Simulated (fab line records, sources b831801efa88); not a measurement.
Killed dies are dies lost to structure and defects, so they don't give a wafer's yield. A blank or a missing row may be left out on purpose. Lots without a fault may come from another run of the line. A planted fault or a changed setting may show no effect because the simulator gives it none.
Problem report in the 8D (eight disciplines) form, filled by code | flow gf180mcu | the parts of the form that need people (team, actions taken, sign-off) are left out

1. THE PROBLEM
chamber_pressure_Torr at GF_V3_CVD_23 reads a mean of 37.36 Torr on 4 wafers of 2 lots; wafers without a fault read 40.00 Torr with a standard deviation of 0.086. That is -31 standard deviations from the usual mean.
The step: deposits W, target thk 350 nm, time 104.9 s.
First seen on wafer L359.4, day 27 23:18, on cvd_w-02. The record holds 18 wafers of 6 lots with a number at this step. Rule for "out", or "out of limits": more than 4 standard deviations from the usual mean. The other wafers with a number count as sound.

2. WHAT IT IS AND WHAT IT IS NOT
question                    | is                             | is not
which readings at this step | chamber_pressure_Torr          | heater_power_w, susceptor_temp_C
which lots                  | L359, L360                     | L347, L351, L362, L364
which wafers of those lots  | L359.4, L359.5, L360.4, L360.5 | L359.2, L360.6
read on which tools         | cvd_w-02                       | cvd_w-01
when                        | from day 27 23:18              | up to then (7 sound wafers); but 7 sound wafers of L360, L362, L364 came after

3. SUSPECTS, AND WHAT RULES EACH OUT
Counting: a tool at a process step up to the reading stays a suspect if it ran every lot that is out. Sound lots after the first of them don't rule it out here, since some wafers of a struck lot are sound.
- rie_diel-03 at GF_V3_ETCH_16 (etches BARC in N2/H2): kept. It ran every lot that is out, first L359 (day 27 22:32); its last sound lot up to then is L347 (day 23 21:41).
- rie_diel-03 at GF_V3_ETCH_17 (etches SiO2 in C4F8/O2/Ar, stops on TiN, target depth 635 nm): kept. It ran every lot that is out, first L359 (day 27 22:40); its last sound lot up to then is L347 (day 23 21:49). GF_V3_ETCH_17 gives no start for some lots, so the hours and the order of its lots are those of GF_V3_STRIP_18.
- pvd_sputter-01 at GF_V3_SPUTTER_21 (material Ti, target thk 15 nm, time 80.02 s): kept. It ran every lot that is out, first L359 (day 27 23:12).
- pvd_sputter-01 at GF_V3_SPUTTER_22 (material TiN, target thk 10 nm, time 40 s): kept. It ran every lot that is out, first L359 (day 27 23:16).
- cvd_w-02 at GF_V3_CVD_23 (deposits W, target thk 350 nm, time 104.9 s): kept. It ran every lot that is out, first L359 (day 27 23:18); its last sound lot up to then is L347 (day 23 22:28). Its own readings are out on those wafers: chamber_pressure_Torr.
- Within cvd_w-02 at GF_V3_CVD_23: the wafers that are out ran in chamber 0; their sound lot-mates ran in chamber 1.
Left after counting: rie_diel-03 at GF_V3_ETCH_16, rie_diel-03 at GF_V3_ETCH_17, pvd_sputter-01 at GF_V3_SPUTTER_21, pvd_sputter-01 at GF_V3_SPUTTER_22, cvd_w-02 at GF_V3_CVD_23.

4. THE CAUSE (what the simulator had put in)
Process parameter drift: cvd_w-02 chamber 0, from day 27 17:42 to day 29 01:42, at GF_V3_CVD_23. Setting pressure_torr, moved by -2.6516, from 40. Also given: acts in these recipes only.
Counting left 5 suspects, and this tool is among them.

5. THE CHAIN OF EFFECTS, in route order
Each row: a reading whose mean over the struck wafers that have a number lies more than 3 standard deviations from the usual. Only readings for which the record gives a usual standard deviation are gone through. hours: the time from each lot's start at the first step in this table that gives one to its start at this step, as a median over the lots. sigmas: the change in usual standard deviations.
hours | step         | reading               | usual      | on struck wafers | change | sigmas
0     | GF_V3_CVD_23 | chamber_pressure_Torr | 40.00 Torr | 37.36            | -2.64  | -31
The process steps in it:
- GF_V3_CVD_23: deposits W, target thk 350 nm, time 104.9 s.
Later measuring or inspecting steps at which every struck wafer that the step has a row for has a number for every such reading, and none has moved that far: GF_V3_RS_MEAS_24.

6. WHAT WOULD HAVE CAUGHT IT SOONER
In this record the first reading out of limits was taken at day 27 23:18, 6 hours after the fault began at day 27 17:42.
